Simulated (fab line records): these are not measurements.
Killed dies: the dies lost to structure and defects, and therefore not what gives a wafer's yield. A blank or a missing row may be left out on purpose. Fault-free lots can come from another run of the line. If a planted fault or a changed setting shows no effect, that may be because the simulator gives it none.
Which of the tools did it? || flow sky130 || Sampling: 13 lots, 39 wafers, 4 of 708 route steps

## WHAT THE GAUGES READ, wafer by wafer
SKY_VIA2_THK_MEAS_01. Usual: VIA2_HDPCVD_THK gives 1180 nm (standard deviation 14).
{"lot": "L578", "measured": "day 35 07:21", "on": "film-metro-04", "VIA2_HDPCVD_THK (nm)": "1176 1175 1192", "flag": ""}
{"lot": "L580", "measured": "day 35 16:22", "on": "film-metro-01", "VIA2_HDPCVD_THK (nm)": "1161 1160 1157", "flag": ""}
{"lot": "L581", "measured": "day 36 23:03", "on": "film-metro-03", "VIA2_HDPCVD_THK (nm)": "1196 1175 1176", "flag": ""}
{"lot": "L582", "measured": "day 36 17:23", "on": "film-metro-04", "VIA2_HDPCVD_THK (nm)": "1179 1196 1187", "flag": ""}
{"lot": "L584", "measured": "day 37 16:17", "on": "film-metro-01", "VIA2_HDPCVD_THK (nm)": "1212 1191 1196", "flag": ""}
{"lot": "L586", "measured": "day 38 04:33", "on": "film-metro-01", "VIA2_HDPCVD_THK (nm)": "1174 1166 1166", "flag": ""}
{"lot": "L587", "measured": "day 38 08:01", "on": "film-metro-01", "VIA2_HDPCVD_THK (nm)": "1168 1168 1188", "flag": ""}
{"lot": "L588", "measured": "day 38 22:45", "on": "film-metro-03", "VIA2_HDPCVD_THK (nm)": "1170 1165 1174", "flag": ""}
{"lot": "L590", "measured": "day 39 02:43", "on": "film-metro-04", "VIA2_HDPCVD_THK (nm)": "1203 1187 1194", "flag": ""}
{"lot": "L592", "measured": "day 39 11:24", "on": "film-metro-03", "VIA2_HDPCVD_THK (nm)": "1166 1148 1161", "flag": ""}
{"lot": "L595", "measured": "day 40 11:43", "on": "film-metro-04", "VIA2_HDPCVD_THK (nm)": "1189 1190 1181", "flag": ""}
{"lot": "L599", "measured": "day 41 15:59", "on": "film-metro-03", "VIA2_HDPCVD_THK (nm)": "1172 1170 1148", "flag": ""}
{"lot": "L600", "measured": "day 42 07:15", "on": "film-metro-04", "VIA2_HDPCVD_THK (nm)": "1154 1167 1166", "flag": ""}

SKY_VIA2_CD_MEAS_12: target cd 200 nm. Usual: cd-nm reads 200.4 nm (standard deviation 1.2).
{"lot": "L578", "measured": "day 36 09:28", "on": "cd-sem-02", "cd-nm (nm)": "200.4 201.3 198.6", "flag": ""}
{"lot": "L580", "measured": "day 36 18:39", "on": "cd-sem-01", "cd-nm (nm)": "200.1 199.1 201.6", "flag": ""}
{"lot": "L581", "measured": "day 38 00:30", "on": "cd-sem-01", "cd-nm (nm)": "199.3 198.7 200.6", "flag": ""}
{"lot": "L582", "measured": "day 37 19:19", "on": "cd-sem-01", "cd-nm (nm)": "200.5 198.1 200.3", "flag": ""}
{"lot": "L584", "measured": "day 38 17:14", "on": "cd-sem-02", "cd-nm (nm)": "200.9 202.1 201.0", "flag": ""}
{"lot": "L586", "measured": "day 39 05:25", "on": "cd-sem-02", "cd-nm (nm)": "201.6 202.3 202.0", "flag": ""}
{"lot": "L587", "measured": "day 39 08:53", "on": "cd-sem-01", "cd-nm (nm)": "198.4 199.4 198.3", "flag": ""}
{"lot": "L588", "measured": "day 39 23:35", "on": "cd-sem-02", "cd-nm (nm)": "200.4 201.9 202.0", "flag": ""}
{"lot": "L590", "measured": "day 40 02:35", "on": "cd-sem-01", "cd-nm (nm)": "200.8 199.7 200.6", "flag": ""}
{"lot": "L592", "measured": "day 40 12:20", "on": "cd-sem-02", "cd-nm (nm)": "201.0 203.8 201.0", "flag": ""}
{"lot": "L595", "measured": "day 41 12:02", "on": "cd-sem-02", "cd-nm (nm)": "199.7 201.8 201.9", "flag": ""}
{"lot": "L599", "measured": "day 42 15:46", "on": "cd-sem-02", "cd-nm (nm)": "199.7 200.5 201.1", "flag": ""}
{"lot": "L600", "measured": "day 43 07:07", "on": "cd-sem-01", "cd-nm (nm)": "200.8 199.9 198.9", "flag": ""}

## WHAT TOOL EACH LOT RAN ON (gives the tool, then ch and the chambers of the sampled wafers, and finally the start)
{"lot": "L578", "SKY_VT_ADJUST_LVTN_SOFTBAKE_14": "litho-track-03 ch 0, day 7 04:58", "SKY_METAL1_SPUTTER_01": "pvd-sputter-01, day 31 17:26"}
{"lot": "L580", "SKY_VT_ADJUST_LVTN_SOFTBAKE_14": "litho-track-03 ch 0, day 7 15:19", "SKY_METAL1_SPUTTER_01": "pvd-sputter-01, day 32 02:33"}
{"lot": "L581", "SKY_VT_ADJUST_LVTN_SOFTBAKE_14": "litho-track-04 ch 0, day 8 00:17", "SKY_METAL1_SPUTTER_01": "pvd-sputter-04, day 33 10:20"}
{"lot": "L582", "SKY_VT_ADJUST_LVTN_SOFTBAKE_14": "litho-track-01 ch 0, day 8 04:08", "SKY_METAL1_SPUTTER_01": "pvd-sputter-04, day 33 05:39"}
{"lot": "L584", "SKY_VT_ADJUST_LVTN_SOFTBAKE_14": "litho-track-01 ch 0, day 9 01:11", "SKY_METAL1_SPUTTER_01": "pvd-sputter-02, day 34 05:23"}
{"lot": "L586", "SKY_VT_ADJUST_LVTN_SOFTBAKE_14": "litho-track-01 ch 0, day 9 13:52", "SKY_METAL1_SPUTTER_01": "pvd-sputter-04, day 34 17:17"}
{"lot": "L587", "SKY_VT_ADJUST_LVTN_SOFTBAKE_14": "litho-track-01 ch 0, day 9 19:25", "SKY_METAL1_SPUTTER_01": "pvd-sputter-04, day 34 22:08"}
{"lot": "L588", "SKY_VT_ADJUST_LVTN_SOFTBAKE_14": "litho-track-01 ch 0, day 10 01:56", "SKY_METAL1_SPUTTER_01": "pvd-sputter-01, day 35 14:20"}
{"lot": "L590", "SKY_VT_ADJUST_LVTN_SOFTBAKE_14": "litho-track-03 ch 0, day 10 17:28", "SKY_METAL1_SPUTTER_01": "pvd-sputter-01, day 35 19:17"}
{"lot": "L592", "SKY_VT_ADJUST_LVTN_SOFTBAKE_14": "litho-track-01 ch 0, day 11 02:50", "SKY_METAL1_SPUTTER_01": "pvd-sputter-04, day 36 01:59"}
{"lot": "L595", "SKY_VT_ADJUST_LVTN_SOFTBAKE_14": "litho-track-03 ch 0, day 12 01:25", "SKY_METAL1_SPUTTER_01": "pvd-sputter-01, day 37 04:49"}
{"lot": "L599", "SKY_VT_ADJUST_LVTN_SOFTBAKE_14": "litho-track-04 ch 0, day 13 07:22", "SKY_METAL1_SPUTTER_01": "pvd-sputter-04, day 38 09:31"}
{"lot": "L600", "SKY_VT_ADJUST_LVTN_SOFTBAKE_14": "litho-track-01 ch 0, day 13 18:58", "SKY_METAL1_SPUTTER_01": "pvd-sputter-02, day 39 04:22"}
- SKY_VT_ADJUST_LVTN_SOFTBAKE_14: time 60 s.
- SKY_METAL1_SPUTTER_01: material TiN, target thk 20 nm, time 16.7 s.

## AS READ BY THE TOOLS THEMSELVES (means over the sampled wafers that have a number; for cases with no such wafer, the mark the record gives instead)
SKY_VT_ADJUST_LVTN_SOFTBAKE_14. Usual: chill-plate-temp-C 23.01 C, standard deviation 0.12; heater-power-total-W 56.59 W, standard deviation 0.045; plate-temp-C 90.02 C, standard deviation 0.11.
{"lot": "L578", "tool": "litho-track-03", "chill-plate-temp-C (C)": 23.08, "heater-power-total-W (W)": 56.60, "plate-temp-C (C)": 90.17, "flag": ""}
{"lot": "L580", "tool": "litho-track-03", "chill-plate-temp-C (C)": 22.90, "heater-power-total-W (W)": 56.58, "plate-temp-C (C)": 90.12, "flag": ""}
{"lot": "L581", "tool": "litho-track-04", "chill-plate-temp-C (C)": 23.02, "heater-power-total-W (W)": 56.57, "plate-temp-C (C)": 89.85, "flag": ""}
{"lot": "L582", "tool": "litho-track-01", "chill-plate-temp-C (C)": 22.93, "heater-power-total-W (W)": 56.59, "plate-temp-C (C)": 90.09, "flag": ""}
{"lot": "L584", "tool": "litho-track-01", "chill-plate-temp-C (C)": 23.10, "heater-power-total-W (W)": 56.60, "plate-temp-C (C)": 90.08, "flag": ""}
{"lot": "L586", "tool": "litho-track-01", "chill-plate-temp-C (C)": 23.13, "heater-power-total-W (W)": 56.52, "plate-temp-C (C)": 90.03, "flag": ""}
{"lot": "L587", "tool": "litho-track-01", "chill-plate-temp-C (C)": 23.14, "heater-power-total-W (W)": 55.97, "plate-temp-C (C)": 89.33, "flag": "OFF"}
{"lot": "L588", "tool": "litho-track-01", "chill-plate-temp-C (C)": 23.13, "heater-power-total-W (W)": 56.03, "plate-temp-C (C)": 89.36, "flag": "OFF"}
{"lot": "L590", "tool": "litho-track-03", "chill-plate-temp-C (C)": 23.01, "heater-power-total-W (W)": 56.58, "plate-temp-C (C)": 89.97, "flag": ""}
{"lot": "L592", "tool": "litho-track-01", "chill-plate-temp-C (C)": 22.96, "heater-power-total-W (W)": 55.95, "plate-temp-C (C)": 89.33, "flag": "OFF"}
{"lot": "L595", "tool": "litho-track-03", "chill-plate-temp-C (C)": 22.85, "heater-power-total-W (W)": 56.61, "plate-temp-C (C)": 90.01, "flag": ""}
{"lot": "L599", "tool": "litho-track-04", "chill-plate-temp-C (C)": 23.00, "heater-power-total-W (W)": 56.60, "plate-temp-C (C)": 90.08, "flag": ""}
{"lot": "L600", "tool": "litho-track-01", "chill-plate-temp-C (C)": 23.15, "heater-power-total-W (W)": 56.58, "plate-temp-C (C)": 89.95, "flag": ""}

SKY_METAL1_SPUTTER_01. Usual: throttle-valve-pct reads 30.4 % (standard deviation 1.1).
{"lot": "L578", "tool": "pvd-sputter-01", "throttle-valve-pct (%)": 29.6, "flag": ""}
{"lot": "L580", "tool": "pvd-sputter-01", "throttle-valve-pct (%)": 29.1, "flag": ""}
{"lot": "L581", "tool": "pvd-sputter-04", "throttle-valve-pct (%)": 32.1, "flag": ""}
{"lot": "L582", "tool": "pvd-sputter-04", "throttle-valve-pct (%)": 30.5, "flag": ""}
{"lot": "L584", "tool": "pvd-sputter-02", "throttle-valve-pct (%)": 30.1, "flag": ""}
{"lot": "L586", "tool": "pvd-sputter-04", "throttle-valve-pct (%)": 31.5, "flag": ""}
{"lot": "L587", "tool": "pvd-sputter-04", "throttle-valve-pct (%)": 31.1, "flag": ""}
{"lot": "L588", "tool": "pvd-sputter-01", "throttle-valve-pct (%)": 29.7, "flag": ""}
{"lot": "L590", "tool": "pvd-sputter-01", "throttle-valve-pct (%)": 29.1, "flag": ""}
{"lot": "L592", "tool": "pvd-sputter-04", "throttle-valve-pct (%)": 31.1, "flag": ""}
{"lot": "L595", "tool": "pvd-sputter-01", "throttle-valve-pct (%)": 29.5, "flag": ""}
{"lot": "L599", "tool": "pvd-sputter-04", "throttle-valve-pct (%)": 31.9, "flag": ""}
{"lot": "L600", "tool": "pvd-sputter-02", "throttle-valve-pct (%)": 30.9, "flag": ""}

## THE ANSWER, worked out from the rows above alone
Rule: take the mean of a lot's wafers that have a number; if it is more than 3 standard deviations from the usual mean, the lot is off. A lot without any number at a reading at which 4 lots or more have one is off too. Where the step has rows for the other lots, those lots are counted as sound. Order of review: gauges by route order, followed by the tools' own readings, for which a lot's mean as printed above is used. The first step at which some lot is off is used, and at that step the reading that is off furthest; a lot without a number counts as furthest.
Off: L587, L588, L592, at SKY_VT_ADJUST_LVTN_SOFTBAKE_14 (heater-power-total-W).
A tool fits if, at that step or a process step before it, it ran every lot that is off, and no sound lot after the first of them. No candidate that was tried fits.

## WHAT WAS PUT IN BY THE SIMULATOR
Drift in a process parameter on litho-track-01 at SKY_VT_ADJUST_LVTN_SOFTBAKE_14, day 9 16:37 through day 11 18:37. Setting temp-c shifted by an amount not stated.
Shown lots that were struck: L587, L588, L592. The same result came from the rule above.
